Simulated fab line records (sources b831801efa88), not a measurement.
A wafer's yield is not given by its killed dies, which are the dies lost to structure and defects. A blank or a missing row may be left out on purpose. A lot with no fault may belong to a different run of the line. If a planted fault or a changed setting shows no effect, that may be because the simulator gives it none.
Struck lot and sound lot, side by side || flow sky130 || 15 out of 708 route steps
Sound: the wafers L911.4, L911.5, L911.6. The struck wafers were L916.1, L916.3, L916.4. Last of all comes the cause.
Per side, at each step with rows, come the tool, then ch with its chambers, and then its first start. Under that, the readings that differ: sound wafers || struck wafers || difference of the means || sigmas: that difference in standard deviations of wafers without a fault.
alike: readings whose means differ by less than 2 such deviations, and words and numbers that are the same on both sides. not compared: withheld readings, readings that some wafer has no value for, bounds like >300 that may hide the same value, and numbers for which the record gives no deviation and whose values overlap.
Wherever a step has rows on one side only, a row that says differs or no value, or a row with sigmas, the two part there. When numbers do not overlap yet have no deviation, they are printed without sigmas and do not part them. A reading missing from all wafers of one side parts the sides only when that side holds two or more wafers.

first, 7 steps without rows for these wafers: SKY_VIA3_HMDS_05 (prime time 60 s); SKY_VIA3_COAT_06 (resist thk 60 nm); SKY_VIA3_COAT_07 (resist thk 450 nm); SKY_VIA3_SOFTBAKE_08 (time 90 s); SKY_VIA3_EXPOSE_09 (exposes mask VIM3, target cd 200 nm); SKY_VIA3_PEB_10; SKY_VIA3_DEVELOP_11 (develop time 60 s).
SKY_VIA3_CD_MEAS_12: target cd 200 nm.
  sound: cd_sem-02 at day 41 22:53; struck: cd_sem-02 at day 43 04:38
  alike: cd_nm
SKY_VIA3_OVL_MEAS_13:
  sound: overlay-02 at day 41 22:58; struck: overlay-02 at day 43 04:45
  alike: VIA3_OVL
SKY_VIA3_ETCH_14: etches BARC in N2/H2, stops on SiO2, time 45.9 s, target depth 60 nm.
  sound on rie_diel-04 ch 0,1,2, day 41 22:59; struck on rie_diel-03 ch 1,2,3, day 43 04:47
  alike: drypump_motor_current_A, oes_product_au, throttle_valve_pct
  not compared: rf_hours_counter_h
SKY_VIA3_ETCH_15: etches SiO2 in C4F8/O2/Ar, stops on TiN, target depth 507 nm, time 78 s.
  sound on rie_diel-04 ch 0,1,2, day 41 23:02; struck on rie_diel-03 ch 1,2,3, day 43 04:50
  alike: oes_product_au
  not compared: rf_hours_counter_h
SKY_VIA3_STRIP_16: strips in O2/N2.
  sound on plasma_asher-01 ch 0,1, day 41 23:08; struck on plasma_asher-01 ch 0,1, day 43 04:53
  alike: chamber_pressure_mTorr, drypump_motor_current_A, oes_product_au, strip_time_to_endpoint_s
  not compared: rf_hours_counter_h
SKY_VIA3_STRIP_17: strips in post etch residue remover, time 1200 s.
  sound on wet_bench-03 ch 2, day 41 23:11; struck on wet_bench-01 ch 2, day 43 04:59
  no value came back on the struck wafers for bath_guard_temp_C (C), bath_heat_duty_pct (%), temp_c (C); on the sound wafers bath_guard_temp_C (C) reads 73.5 73.3 73.5
then, 1 step without rows for these wafers: SKY_VIA3_CLEAN_18 (cleans in IPA, time 180 s).
-- the record jumps here: 6 days lie between the struck wafers' starts before and after (it left off in module VIA3 and takes up again in module PAD_OPEN, whose first step shown is number 708 of the route) --
SKY_PAD_OPEN_PROBE_99:
  sound: prober-01 at day 47 17:51; struck: prober-02 at day 48 19:58
{"reading": "model.etest.via3_chain.rc_ohm", "sound": "9.924 9.262 10.07", "struck": "12.07 12.21 11.41", "difference": "+2.14", "sigmas": ""}
  alike: defect_limited_yield, killed_at_M0_to_M3, killed_at_M4_up, killed_at_contacts, killed_at_front_end, killed_at_other, killed_dies, killed_open, killed_short, sort_bin_3_pad_short, sort_bin_5_function, sort_bin_6_memory, sort_n_pass, sort_yield_pct

WHERE THEY PART
Only at SKY_VIA3_STRIP_17, within this record. Later steps at which nothing parts them and some readings are alike: SKY_PAD_OPEN_PROBE_99.

WHY: what had been put in by the simulator
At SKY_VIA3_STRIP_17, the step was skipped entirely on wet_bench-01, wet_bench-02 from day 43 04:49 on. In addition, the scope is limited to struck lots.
